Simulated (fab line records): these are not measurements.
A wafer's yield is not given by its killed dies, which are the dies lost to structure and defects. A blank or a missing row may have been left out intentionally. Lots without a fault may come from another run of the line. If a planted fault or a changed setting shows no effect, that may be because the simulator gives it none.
A struck lot beside a sound one :: flow sky130 :: 43 steps out of a route of 708
Sound: these wafers, L192.2, L192.3, L192.4. Wafers struck: L206.2, L206.3, L206.4. At the end, the cause is stated.
Each step with rows lists, per side, the tool, then ch with its chambers, then its first start. Under that, the readings that differ: sound wafers :: struck wafers :: difference of the means :: sigmas: that difference in standard deviations of wafers without a fault.
alike: words and numbers the same on both sides, and readings whose means are apart by under 2 such deviations; not compared: readings that were withheld, readings missing a value for some wafer, numbers with overlapping values and no deviation given by the record, and bounds like >300 which may hide the same value.
The two part at a step that has a row with sigmas, a row that says differs or no value, or rows on one side only. Non-overlapping numbers with no deviation appear without sigmas and do not part them. A reading missing from all wafers of one side parts the sides only when that side holds two or more wafers.

SKY_VIA4_BOW_MEAS_03:
  sound: film_metro-03 at day 43 16:30; struck: film_metro-03 at day 46 17:43
reading: VIA4_BOW (um)
sound: 76 69 70
struck: 93 86 92
difference: +19
sigmas: +2
then, 7 steps without rows for these wafers: SKY_VIA4_DEHYDRATE_04 (time 60 s); SKY_VIA4_HMDS_05 (prime time 60 s); SKY_VIA4_COAT_06 (resist thk 1140 nm); SKY_VIA4_SOFTBAKE_07 (time 60 s); SKY_VIA4_EXPOSE_08 (exposes mask VIM4, target cd 800 nm); SKY_VIA4_PEB_09; SKY_VIA4_DEVELOP_10 (develop time 60 s).
SKY_VIA4_OVL_MEAS_11:
  sound: overlay-01 at day 44 14:30; struck: overlay-01 at day 47 14:10
  alike: VIA4_OVL
then, 3 steps without rows for these wafers: SKY_VIA4_ETCH_12 (etches SiO2 in C4F8/O2/Ar, stops on TiN, target depth 580 nm); SKY_VIA4_STRIP_13 (strips in O2/N2); SKY_VIA4_STRIP_14 (strips in post etch residue remover, time 1200 s).
SKY_VIA4_CLEAN_15: cleans in IPA, time 180 s.
  sound on wet_bench-04 ch 3, day 44 15:04; struck on wet_bench-02 ch 1, day 47 14:44
then, 3 steps without rows for these wafers: SKY_VIA4_CLEAN_16 (cleans in O3/DIW); SKY_VIA4_SPUTTER_17 (material TiN, target thk 20 nm, time 80 s); SKY_VIA4_CVD_18 (deposits W, target thk 505 nm, time 152.14 s).
SKY_VIA4_RS_MEAS_19: a four-point-probe measurement.
  sound: film_metro-03 at day 44 15:29; struck: film_metro-02 at day 47 15:07
reading: VIA4_W_RS (ohm/sq)
sound: 0.2182 0.2198 0.2210
struck: 0.2293 0.2263 0.2273
difference: +0.0080
sigmas: +3
SKY_VIA4_THK_MEAS_20: measures by xrf.
  sound: film_metro-03 at day 44 15:35; struck: film_metro-02 at day 47 15:14
  alike: VIA4_W_THK
then, 2 steps without rows for these wafers: SKY_VIA4_CMP_21 (polishes, stops on SiO2, t overpolish 25 s, target thk 0 nm); SKY_METAL5_SPUTTER_00 (material Ti, target thk 15 nm, time 10 s).
SKY_METAL5_SPUTTER_01: material TiN, target thk 20 nm, time 16.7 s.
  sound: pvd_sputter-01 at day 44 15:58; struck: pvd_sputter-04 at day 47 15:37
  alike: chamber_pressure_pa, throttle_valve_pct
SKY_METAL5_SPUTTER_02: material AlCu, target thk 1150 nm, time 61.2 s.
  sound: pvd_sputter-01 at day 44 15:59; struck: pvd_sputter-04 at day 47 15:38
  alike: chamber_pressure_pa, throttle_valve_pct
then, 1 step without rows for these wafers: SKY_METAL5_SPUTTER_03 (material Ti, target thk 5 nm, time 3.3 s).
SKY_METAL5_SPUTTER_04: material TiN, target thk 70 nm, time 58.3 s.
  sound: pvd_sputter-01 at day 44 16:04; struck: pvd_sputter-04 at day 47 15:42
  alike: chamber_pressure_pa, throttle_valve_pct
SKY_METAL5_RS_MEAS_05: a four-point-probe measurement.
  sound: film_metro-02 at day 44 16:08; struck: film_metro-01 at day 47 15:46
  alike: METAL5_ALCU_RS
SKY_METAL5_THK_MEAS_06: measures by xrf.
  sound: film_metro-02 at day 44 16:14; struck: film_metro-01 at day 47 15:53
  alike: METAL5_ALCU_THK
then, 8 steps without rows for these wafers: SKY_METAL5_DEHYDRATE_07 (time 60 s); SKY_METAL5_HMDS_08 (prime time 60 s); SKY_METAL5_COAT_09 (resist thk 1800 nm); SKY_METAL5_SOFTBAKE_10 (time 60 s); SKY_METAL5_EXPOSE_11 (exposes mask MM5, target cd 1600 nm); SKY_METAL5_PEB_12; SKY_METAL5_DEVELOP_13 (develop time 60 s); SKY_METAL5_DESCUM_14 (chemistry O2, time 11 s).
SKY_METAL5_METAL_ETCH_15: etches the open film in Cl2/BCl3, stops on SiO2, target depth 1260 nm, time 252 s.
  sound on rie_metal-04 ch 0,1, day 45 13:43; struck on rie_metal-03 ch 0,1, day 48 10:44
  alike: chamber_pressure_mTorr, drypump_motor_current_A, oes_product_au, throttle_valve_pct
  not compared: rf_hours_counter_h
then, 5 steps without rows for these wafers: SKY_METAL5_STRIP_16 (strips in O2/N2); SKY_METAL5_STRIP_17 (strips in post etch residue remover, time 1200 s); SKY_METAL5_CLEAN_18 (cleans in IPA, time 180 s); SKY_METAL5_CLEAN_19 (cleans in O3/DIW); SKY_PASSIVATION_CVD_00 (deposits SiO2, target thk 90 nm).
SKY_PASSIVATION_THK_MEAS_01:
  sound: film_metro-03 at day 45 14:38; struck: film_metro-02 at day 48 11:35
  alike: PASSIVATION_CVD_00_THK
SKY_PASSIVATION_CVD_02: deposits Si3N4, target thk 540 nm.
  sound on pecvd-01 ch 1,2, day 45 14:41; struck on pecvd-01 ch 0,2, day 48 11:38
  alike: heater_power_w, susceptor_temp_C
SKY_PAD_OPEN_PROBE_99:
  sound: prober-01 at day 47 08:58; struck: prober-01 at day 50 00:41
reading: killed_at_M4_up
sound: 1 2 5
struck: 32 36 30
difference: +30
sigmas: +17

reading: sort_bin_3_pad_short (%)
sound: 0.4 1.2 1.4
struck: 3.5 2.6 3.3
difference: +2.1
sigmas: +5

reading: model.etest.tester.sort_n_pass
sound: 393 393 393
struck: 391 373 377
difference: -13
sigmas: 

reading: model.etest.tester.sort_yield_pct (%)
sound: 79.88 79.88 79.88
struck: 79.47 75.81 76.63
difference: -2.58
sigmas: 

reading: model.etest.tester.sort_bin_3_pct (%)
sound: 0.4065 1.22 1.423
struck: 3.455 2.642 3.252
difference: +2.100
sigmas: 
  alike: defect_limited_yield, killed_at_M0_to_M3, killed_at_contacts, killed_at_front_end, killed_at_other, killed_dies, killed_open, killed_short, sort_bin_5_function, sort_bin_6_memory, sort_n_pass, sort_yield_pct
  not compared: model.etest.tester.sort_bin_5_pct

== WHERE THEY PART ==
At SKY_VIA4_BOW_MEAS_03 first; at SKY_PAD_OPEN_PROBE_99 last (within this record only).

WHY: whatever the simulator had introduced
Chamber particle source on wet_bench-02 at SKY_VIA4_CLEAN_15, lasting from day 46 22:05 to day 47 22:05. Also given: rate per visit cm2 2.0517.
